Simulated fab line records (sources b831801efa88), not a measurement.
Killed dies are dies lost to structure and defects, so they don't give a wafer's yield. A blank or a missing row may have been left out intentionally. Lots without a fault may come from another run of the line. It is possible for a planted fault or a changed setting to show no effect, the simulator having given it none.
fab line records    flow sky130
record lots=7  wafers=21  last-day=49
route steps=708 shown CAP2M@605 PAD_OPEN@708
lots untouched by any fault: they come from a run of this same line in which no faults occurred
start-h: hours from the record's opening day to when the first of the lot's shown wafers began    wait-h: time in hours since the lot's previous step    " unchanged from the row above    L1.1+2: a single row standing in for several wafers    - value missing, or start not given    * or withheld: withheld    < > ~ a bound
route shown NAME@n: names a module that has steps shown in the file, with the first one's number in the route    usual: mean and standard deviation over wafers with no fault    same: alike in all rows    chamber/n: place in a boat    sites: readings site by site    _std_site: their standard deviation    _edge_site: the outer-site mean with the inner-site mean subtracted    radius-mm: how far each site lies from the wafer's centre    mask NAME#n: copy n    behind: the tool/chamber that last shaped the wafer    hold: reason for holding the lot/hours on hold/outcome of the hold    device: the transistor (n, p or np) that didn't switch    end of line: tests run on the same wafers once the route is complete    a step given without rows: its recipe and nothing more    killed: dies lost to structure and defects at the first sort, not the wafer's yield    map: a wafer's dies, x killed, . not, _ none there
set.NAME: the setting the step ran with; set.NAME@STEP: the setting that earlier step ran with    model.NAME: the simulator's own value behind a step, which no gauge read
certain route steps with their lots: each step a table, each wafer a row
services: the hour from which a tool's chamber was out of use, counted from the record's first day as start-h (under 0 if before that day), plus the number of hours and why
## steps
# step SKY_CAP2M_SPUTTER_02
# recipe material=TiN  target-thk-nm=200  temp-c=300  power-w=6500  time-s=166.7  chamber-pressure-pa=0.4
# usual throttle-valve-pct=30.4/1.4
lot.wafer  tool            chamber  start-h  wait-h  throttle-valve-pct
L845.1     pvd-sputter-03  -        950.53   0.1     29.1
L845.3     "               -        "        "       29.3
L845.6     "               -        "        "       28.9
L848.2     pvd-sputter-02  -        962.58   0.0     32.1
L848.3     "               -        "        "       28.4
L848.5     "               -        "        "       28.6
L851.1     pvd-sputter-02  -        984.04   0.1     29.3
L851.5     "               -        "        "       32.2
L851.6     "               -        "        "       28.7
L852.2     pvd-sputter-02  -        993.04   0.0     32.1
L852.3     "               -        "        "       30.0
L852.5     "               -        "        "       28.9
L861.2     pvd-sputter-02  -        1053.18  0.0     29.7
L861.3     "               -        "        "       28.5
L861.6     "               -        "        "       29.5
L862.2     pvd-sputter-01  -        1056.06  0.0     32.8
L862.4     "               -        "        "       29.4
L862.5     "               -        "        "       32.6
L863.2     pvd-sputter-01  -        1067.19  0.0     29.9
L863.3     "               -        "        "       29.3
L863.4     "               -        "        "       32.6
# step SKY_CAP2M_RS_MEAS_03
# recipe thk-meas-gauge=four-point-probe  reads=TiN_of_CAP2M_SPUTTER_02
# usual CAP2M_TIN_RS=6.90/0.061
lot.wafer  tool           chamber  start-h  wait-h  CAP2M_TIN_RS[ohm/sq]
L845.1     film-metro-03  -        950.64   0.1     6.80
L845.3     "              -        "        "       6.86
L845.6     "              -        "        "       6.79
L848.2     film-metro-04  -        962.71   0.1     6.95
L848.3     "              -        "        "       6.95
L848.5     "              -        "        "       6.92
L851.1     film-metro-04  -        984.15   0.1     6.86
L851.5     "              -        "        "       6.80
L851.6     "              -        "        "       6.80
L852.2     film-metro-02  -        993.17   0.1     6.93
L852.3     "              -        "        "       6.86
L852.5     "              -        "        "       6.86
L861.2     film-metro-04  -        1053.31  0.1     6.93
L861.3     "              -        "        "       6.92
L861.6     "              -        "        "       6.90
L862.2     film-metro-04  -        1056.19  0.1     6.86
L862.4     "              -        "        "       6.81
L862.5     "              -        "        "       6.86
L863.2     film-metro-02  -        1067.32  0.1     6.85
L863.3     "              -        "        "       6.89
L863.4     "              -        "        "       6.92
# step SKY_CAP2M_THK_MEAS_04
# recipe thk-meas-gauge=xrf  reads=TiN_of_CAP2M_SPUTTER_02
# usual CAP2M_TIN_THK=201.7/1.6
lot.wafer  tool           chamber  start-h  wait-h  CAP2M_TIN_THK[nm]
L845.1     film-metro-03  -        950.76   0.1     203.9
L845.3     "              -        "        "       201.8
L845.6     "              -        "        "       203.0
L848.2     film-metro-04  -        962.82   0.1     200.9
L848.3     "              -        "        "       200.2
L848.5     "              -        "        "       201.7
L851.1     film-metro-04  -        984.27   0.1     201.6
L851.5     "              -        "        "       204.3
L851.6     "              -        "        "       204.2
L852.2     film-metro-02  -        993.28   0.1     201.0
L852.3     "              -        "        "       203.4
L852.5     "              -        "        "       203.0
L861.2     film-metro-04  -        1053.42  0.1     201.3
L861.3     "              -        "        "       202.4
L861.6     "              -        "        "       202.0
L862.2     film-metro-04  -        1056.30  0.1     204.4
L862.4     "              -        "        "       204.2
L862.5     "              -        "        "       203.9
L863.2     film-metro-02  -        1067.43  0.1     201.8
L863.3     "              -        "        "       202.1
L863.4     "              -        "        "       201.0
# step SKY_CAP2M_DEHYDRATE_05
# recipe temp-c=200  time-s=60
# step SKY_CAP2M_HMDS_06
# recipe prime-time-s=60  prime-temp-c=120
# step SKY_CAP2M_COAT_07
# recipe resist=NOVOLAK  spin-rpm=3000  resist-thk-nm=1140
# step SKY_CAP2M_SOFTBAKE_08
# recipe temp-c=90  time-s=60  resist=NOVOLAK
# step SKY_CAP2M_EXPOSE_09
# recipe mask-id=CAP2M  na=0.6  source-shape=conventional  sigma-outer=0.6  polarization=unpolarized  target-cd-nm=1000  dose-mj=159
# step SKY_CAP2M_PEB_10
# recipe temp-c=withheld  time-s=*  resist=NOVOLAK
# step SKY_CAP2M_DEVELOP_11
# recipe resist=NOVOLAK  developer=TMAH  develop-time-s=60  dev-temp-c=23
# step SKY_CAP2M_OVL_MEAS_12
# usual CAP2M_OVL=-0.6/1.2
lot.wafer  tool        chamber  start-h  wait-h  CAP2M_OVL[nm]
L845.1     overlay-01  -        974.48   0.1     -0.8
L845.3     "           -        "        "       -1.0
L845.6     "           -        "        "       -1.2
L848.2     overlay-01  -        986.28   0.1     -1.5
L848.3     "           -        "        "       -0.1
L848.5     "           -        "        "       -0.3
L851.1     overlay-01  -        1007.42  0.1     0.9
L851.5     "           -        "        "       0.2
L851.6     "           -        "        "       1.7
L852.2     overlay-01  -        1016.83  0.1     0.2
L852.3     "           -        "        "       -0.5
L852.5     "           -        "        "       0.5
L861.2     overlay-02  -        1073.93  0.1     -2.8
L861.3     "           -        "        "       -2.7
L861.6     "           -        "        "       -1.4
L862.2     overlay-02  -        1077.22  0.1     -0.9
L862.4     "           -        "        "       0.0
L862.5     "           -        "        "       0.0
L863.2     overlay-01  -        1088.03  0.1     0.0
L863.3     "           -        "        "       -0.1
L863.4     "           -        "        "       -0.2
# step SKY_CAP2M_METAL_ETCH_13
# recipe target-depth-nm=220  stop-on=SiO2  chemistry=Cl2/BCl3  target=TiN  pressure-mtorr=10  icp-w=900  bias-w=48.5  Cl2_flow_sccm=60  bcl3-flow-sccm=30  time-s=62.9
# usual drypump-motor-current-A=5.9/0.38  oes-product-au=0.942/0.007  throttle-valve-pct=21.902/0.0096
lot.wafer  tool          chamber  start-h  wait-h  drypump-motor-current-A  oes-product-au  rf-hours-counter-h  throttle-valve-pct
L845.1     rie-metal-01  1        974.51   0.0     6.0                      0.941           7                   21.888
L845.3     "             1        "        "       6.1                      0.951           -                   21.901
L845.6     "             0        "        "       5.5                      0.945           -                   21.908
L848.2     rie-metal-03  0        986.31   0.0     5.7                      0.936           16                  21.898
L848.3     "             0        "        "       5.7                      0.936           -                   21.907
L848.5     "             1        "        "       5.7                      0.939           -                   21.893
L851.1     rie-metal-01  0        1007.46  0.0     5.5                      0.939           11                  21.899
L851.5     "             1        "        "       6.0                      0.963           -                   21.890
L851.6     "             0        "        "       5.5                      0.961           -                   21.887
L852.2     rie-metal-04  0        1016.86  0.0     5.9                      0.931           17                  21.912
L852.3     "             1        "        "       6.7                      0.942           -                   21.905
L852.5     "             1        "        "       6.7                      0.944           -                   21.902
L861.2     rie-metal-03  0        1073.96  0.0     5.7                      0.944           21                  21.906
L861.3     "             0        "        "       5.7                      0.943           -                   21.906
L861.6     "             0        "        "       5.7                      0.945           -                   21.917
L862.2     rie-metal-04  0        1077.25  0.0     5.9                      0.947           21                  21.901
L862.4     "             0        "        "       5.9                      0.948           -                   21.907
L862.5     "             0        "        "       5.9                      0.956           -                   21.905
L863.2     rie-metal-01  1        1088.06  0.0     6.0                      0.945           13                  21.884
L863.3     "             0        "        "       5.5                      0.941           -                   21.907
L863.4     "             1        "        "       6.1                      0.941           -                   21.912
# step SKY_CAP2M_STRIP_14
# recipe chemistry=O2/N2  power-w=1400  pressure-mtorr=1500  platen-temp-c=withheld  o2-flow-sccm=3000  n2-flow-sccm=300  overash-fraction=0.5
# usual chamber-pressure-mTorr=1500.0/1.3  drypump-motor-current-A=5.5/0.45  n2-flow-sccm=299.9/0.98  oes-product-au=0.710/0.0047  strip-time-to-endpoint-s=12.65/0.056
lot.wafer  tool             chamber  start-h  wait-h  chamber-pressure-mTorr  drypump-motor-current-A  n2-flow-sccm  oes-product-au  rf-hours-counter-h  strip-time-to-endpoint-s  model.NOVOLAK_of_CAP2M_COAT_07.thk-nm
L845.1     plasma-asher-03  1        974.59   0.1     1499.0                  5.0                      300.0         0.712           84                  12.67                     0
L845.3     "                0        "        "       1500.5                  4.8                      299.9         0.713           -                   12.64                     0
L845.6     "                0        "        "       1498.4                  4.9                      301.2         0.715           -                   12.62                     0
L848.2     plasma-asher-01  0        986.38   0.1     1499.6                  6.0                      300.7         0.705           112                 12.62                     0
L848.3     "                1        "        "       1501.3                  5.7                      300.4         0.714           -                   12.64                     0
L848.5     "                1        "        "       1500.6                  5.8                      300.7         0.710           -                   12.66                     0
L851.1     plasma-asher-04  1        1007.53  0.1     1500.0                  5.7                      299.4         0.705           28                  12.62                     0
L851.5     "                0        "        "       1502.9                  5.7                      301.3         0.710           -                   12.65                     0
L851.6     "                1        "        "       1501.2                  5.7                      301.4         0.707           -                   12.63                     0
L852.2     plasma-asher-01  1        1016.93  0.1     1499.4                  5.7                      298.1         0.719           115                 12.60                     0
L852.3     "                1        "        "       1499.9                  5.7                      299.7         0.709           -                   12.68                     0
L852.5     "                1        "        "       1500.0                  5.7                      300.1         0.714           -                   12.67                     0
L861.2     plasma-asher-01  0        1074.04  0.1     -                       -                        -             -               -                   -                         990.3
L861.3     "                1        "        "       -                       -                        -             -               -                   -                         993.7
L861.6     "                1        "        "       -                       -                        -             -               -                   -                         992.3
L862.2     plasma-asher-01  1        1077.33  0.1     -                       -                        -             -               -                   -                         995.2
L862.4     "                1        "        "       -                       -                        -             -               -                   -                         994.6
L862.5     "                0        "        "       -                       -                        -             -               -                   -                         995.8
L863.2     plasma-asher-04  0        1088.14  0.1     -                       -                        -             -               -                   -                         995.4
L863.3     "                1        "        "       -                       -                        -             -               -                   -                         995.2
L863.4     "                0        "        "       -                       -                        -             -               -                   -                         995.8
# step SKY_CAP2M_STRIP_15
# recipe chemistry=post-etch-residue-remover  time-s=1200  temp-c=72.5
# step SKY_PAD_OPEN_PROBE_99
# usual defect-limited-yield=82.6/2  killed_at_M0_to_M3=43/7.1  killed_at_M4_up=3.0/1.9  killed-at-contacts=24/5  killed-at-front-end=15/4.3  killed-at-other=0.3/0.5  killed-dies=85/9.6  killed-on-rim=17/4.3  killed-open=46/7.1  killed-short=39/6.8  sort_bin_3_pad_short=0.9/0.42  sort_bin_5_function=10.2/1.4  sort_bin_6_memory=6.3/1.2  sort-n-pass=407/9.6  sort-yield-pct=82.6/2
# same gross-dies=492  killed-at-back-side=0  sort_bin_4_leakage[%]=0  sort_bin_8_speed[%]=0
lot.wafer  tool       chamber  start-h  wait-h  defect-limited-yield[%]  killed_at_M0_to_M3  killed_at_M4_up  killed-at-contacts  killed-at-front-end  killed-at-other  killed-dies  killed-on-rim  killed-open  killed-short  sort_bin_3_pad_short[%]  sort_bin_5_function[%]  sort_bin_6_memory[%]  sort-n-pass  sort-yield-pct[%]
L852.2     prober-02  -        1129.37  0.1     82.9                     38                  7                28                  11                   0                84           14             42           42            1.0                      10.6                    5.5                   408          82.9
L852.3     prober-02  -        1129.42  0.2     86.2                     43                  3                11                  11                   0                68           11             35           33            1.4                      7.1                     5.3                   424          86.2
L852.5     prober-02  -        1129.52  0.2     82.3                     32                  7                27                  20                   1                87           16             38           49            0.6                      8.9                     8.1                   405          82.3
L861.2     prober-02  -        1173.90  0.1     0.2                      4                   0                4                   6                    477              491          96             6            8             21.5                     75.6                    2.6                   1            0.2
L861.3     prober-02  -        1173.95  0.2     0                        12                  0                9                   5                    466              492          96             14           12            20.3                     75.6                    4.1                   0            0
L861.6     prober-02  -        1174.10  0.2     0.2                      7                   0                5                   2                    477              491          96             10           4             25.4                     71.1                    3.3                   1            0.2
L862.2     prober-01  -        1177.29  0.1     0.2                      8                   0                5                   3                    475              491          96             9            7             23.4                     73.0                    3.5                   1            0.2
L862.4     prober-01  -        1177.39  0.2     0.4                      12                  0                4                   7                    467              490          96             10           13            24.2                     71.1                    4.3                   2            0.4
L862.5     prober-01  -        1177.44  0.2     0.4                      11                  0                3                   5                    471              490          96             9            10            25.0                     72.4                    2.2                   2            0.4
L863.2     prober-02  -        1185.53  0.1     0.4                      5                   0                3                   4                    478              490          96             8            4             22.6                     75.0                    2.0                   2            0.4
L863.3     prober-02  -        1185.58  0.2     0.6                      11                  2                5                   4                    467              489          95             10           12            25.0                     70.1                    4.3                   3            0.6
L863.4     prober-02  -        1185.63  0.2     1.4                      8                   2                7                   2                    466              485          94             8            11            24.0                     70.5                    4.1                   7            1.4
# killed by level:class
L852.2 CONTACT:geometric-particle:open=12 VIA1:geometric-particle:short=9 VIA1:geometric-particle:open=7 LI_CONTACT:geometric-particle:open=6 LI_CONTACT:geometric-particle:short=5 VIA2:geometric-particle:open=5 METAL4:geometric-particle:short=5 METAL2:geometric-particle:short=4
L852.3 VIA1:geometric-particle:open=7 CONTACT:geometric-particle:open=6 VIA1:geometric-particle:short=6 VIA3:geometric-particle:short=5 VIA2:geometric-particle:open=5 VIA3:geometric-particle:open=5 METAL1:geometric-particle:short=4 METAL2:geometric-particle:short=4
L852.5 FIELD_ISO:geometric-particle:short=9 CONTACT:geometric-particle:open=9 LOCAL_INTERCONNECT:geometric-particle:short=7 METAL4:geometric-particle:short=7 METAL1:geometric-particle:short=6 VIA1:geometric-particle:open=6 METAL2:geometric-particle:short=6 VIA3:geometric-particle:open=5
L861.2 CAP2M:plasma-strip-residue=477 CONTACT:geometric-particle:open=3 METAL2:geometric-particle:short=3 FIELD_ISO:geometric-particle:short=2 POLY_GATE:geometric-particle:short=2 FIELD_ISO:geometric-particle:open=1 POLY_GATE:geometric-particle:open=1 LI_CONTACT:geometric-particle:open=1
L861.3 CAP2M:plasma-strip-residue=466 LI_CONTACT:geometric-particle:open=3 VIA3:geometric-particle:open=3 METAL2:geometric-particle:open=2 FIELD_ISO:geometric-particle:open=2 METAL2:geometric-particle:short=2 LOCAL_INTERCONNECT:geometric-particle:short=2 CONTACT:geometric-particle:short=2
L861.6 CAP2M:plasma-strip-residue=477 LI_CONTACT:geometric-particle:open=3 METAL2:geometric-particle:open=2 FIELD_ISO:geometric-particle:open=1 POLY_GATE:geometric-particle:short=1 CONTACT:geometric-particle:open=1 VIA2:geometric-particle:open=1 CONTACT:geometric-particle:short=1
L862.2 CAP2M:plasma-strip-residue=475 VIA3:geometric-particle:open=3 POLY_GATE:geometric-particle:short=2 CONTACT:geometric-particle:short=2 CONTACT:geometric-particle:open=2 VIA1:geometric-particle:open=2 POLY_GATE:geometric-particle:open=1 LI_CONTACT:geometric-particle:short=1
L862.4 CAP2M:plasma-strip-residue=467 POLY_GATE:geometric-particle:short=5 LI_CONTACT:geometric-particle:open=2 METAL1:geometric-particle:short=2 METAL2:geometric-particle:short=2 VIA1:geometric-particle:open=2 METAL3:geometric-particle:short=2 VIA2:geometric-particle:open=2
L862.5 CAP2M:plasma-strip-residue=471 FIELD_ISO:geometric-particle:short=2 POLY_GATE:geometric-particle:short=2 VIA1:geometric-particle:open=2 VIA1:geometric-particle:short=2 METAL2:geometric-particle:short=2 VIA3:geometric-particle:open=2 POLY_GATE:geometric-particle:open=1
L863.2 CAP2M:plasma-strip-residue=478 POLY_GATE:geometric-particle:open=2 FIELD_ISO:geometric-particle:short=1 POLY_CUT:geometric-particle:open=1 LI_CONTACT:geometric-particle:open=1 LOCAL_INTERCONNECT:geometric-particle:short=1 CONTACT:geometric-particle:open=1 METAL1:geometric-particle:short=1
L863.3 CAP2M:plasma-strip-residue=467 CONTACT:geometric-particle:short=3 POLY_GATE:geometric-particle:open=2 VIA1:geometric-particle:open=2 METAL2:geometric-particle:short=2 VIA2:geometric-particle:open=2 METAL4:geometric-particle:short=2 FIELD_ISO:geometric-particle:short=1
L863.4 CAP2M:plasma-strip-residue=466 VIA1:geometric-particle:open=3 LOCAL_INTERCONNECT:geometric-particle:short=2 CONTACT:geometric-particle:short=2 VIA1:geometric-particle:short=2 FIELD_ISO:geometric-particle:short=1 FIELD_ISO:geometric-particle:open=1 LI_CONTACT:geometric-particle:open=1
# map L861.3 (x killed, . not)
__________xxxxxxxxxx_________
________xxxxxxxxxxxxxx_______
______xxxxxxxxxxxxxxxxxx_____
_____xxxxxxxxxxxxxxxxxxxx____
____xxxxxxxxxxxxxxxxxxxxxx___
___xxxxxxxxxxxxxxxxxxxxxxxx__
__xxxxxxxxxxxxxxxxxxxxxxxxxx_
_xxxxxxxxxxxxxxxxxxxxxxxxxxxx
_xxxxxxxxxxxxxxxxxxxxxxxxxxxx
_xxxxxxxxxxxxxxxxxxxxxxxxxxxx
_xxxxxxxxxxxxxxxxxxxxxxxxxxxx
_xxxxxxxxxxxxxxxxxxxxxxxxxxxx
_xxxxxxxxxxxxxxxxxxxxxxxxxxxx
_xxxxxxxxxxxxxxxxxxxxxxxxxxxx
_xxxxxxxxxxxxxxxxxxxxxxxxxxxx
__xxxxxxxxxxxxxxxxxxxxxxxxxx_
___xxxxxxxxxxxxxxxxxxxxxxxx__
____xxxxxxxxxxxxxxxxxxxxxx___
_____xxxxxxxxxxxxxxxxxxxx____
______xxxxxxxxxxxxxxxxxx_____
________xxxxxxxxxxxxxx_______
__________xxxxxxxxxx_________
# map L862.2 (x killed, . not)
__________xxxxxxxxxx_________
________xxxxxxxxxxxxxx_______
______xxxxxxxxxxxxxxxxxx_____
_____xxxxxxxxxxxxxxxxxxxx____
____xxxxxxxxxxxxxxxxxxxxxx___
___xxxxxxxxxxxxxxxxxxxxxxxx__
__xxxxxxxxxxxxxxxxxxxxxxxxxx_
_xxxxxxxxxxxxxxxxxxxxxxxxxxxx
_xxxxxxxxxxxxxxxxxxxxxxxxxxxx
_xxxxxxxxxxxxxxxxxxxxxxxxxxxx
_xxxxxxxxxxxxxxxxxxxxxxxxxxxx
_xxxxxxxxxxxxxxxxxxxxxxxxxxxx
_xxxxxxxxxxxxxxxxxxxxxxxxxxxx
_xxxxxxxxxxxxxxxxxxxxxxxxxxxx
_xxxxxxxxxxxxxxxxxxxxxxxxxxxx
__xxxxxxxxxxxxxxxxxxxxxxxxxx_
___xxxxxxxxxxxxxxxxxxxxxxxx__
____xxx.xxxxxxxxxxxxxxxxxx___
_____xxxxxxxxxxxxxxxxxxxx____
______xxxxxxxxxxxxxxxxxx_____
________xxxxxxxxxxxxxx_______
__________xxxxxxxxxx_________
## services
tool             chamber  start-h  hours  kind
rie-metal-03     1        938.17   9.5    repair
pvd-sputter-03   1        952.77   -      consumable-replace:kit
pvd-sputter-03   1        952.77   18.0   scheduled-down
pvd-sputter-03   1        952.77   18.0   vent-cycle
pvd-sputter-01   3        974.72   -      consumable-replace:kit
pvd-sputter-01   3        974.72   18.0   scheduled-down
pvd-sputter-01   3        974.72   18.0   vent-cycle
rie-metal-03     -        980.54   1.4    pm
pvd-sputter-01   -        1005.31  12.8   repair
pvd-sputter-02   2        1016.67  -      consumable-replace:kit
pvd-sputter-02   2        1016.67  18.0   scheduled-down
pvd-sputter-02   2        1016.67  18.0   vent-cycle
plasma-asher-01  -        1055.25  9.0    pm
plasma-asher-01  0        1055.25  9.0    vent-cycle
plasma-asher-01  1        1055.25  9.0    vent-cycle
plasma-asher-01  0        1064.25  -      clean
plasma-asher-01  1        1064.25  -      clean
pvd-sputter-02   -        1071.34  1.6    repair
## key
first-sign step=SKY_CAP2M_STRIP_14  reading=tool-record  direction=missing
effect step=SKY_PAD_OPEN_PROBE_99  reading=killed-at-other  direction=up  sigmas=99+  usual=0.3  struck=471.6
model-effect step=SKY_CAP2M_STRIP_14  value=NOVOLAK_of_CAP2M_COAT_07.thk-nm  without=0  struck=994.3
met-at SKY_CAP2M_STRIP_14
struck-wafers L861.2,L861.3,L861.6,L862.2,L862.4,L862.5,L863.2,L863.3,L863.4
later-rows-left-out L861.2,L861.3,L861.6,L862.2,L862.4,L862.5,L863.2,L863.3,L863.4
onset-between 1016.93 1074.04
fault kind=skipped-step-whole  tool=plasma-asher-01,plasma-asher-04  chamber=-  onset-h=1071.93  steps=SKY_CAP2M_STRIP_14  scope=struck-lots-only
# later-rows-left-out: the simulator's readings of these wafers behind a module that went badly wrong aren't trusted and aren't shown, but for the sort
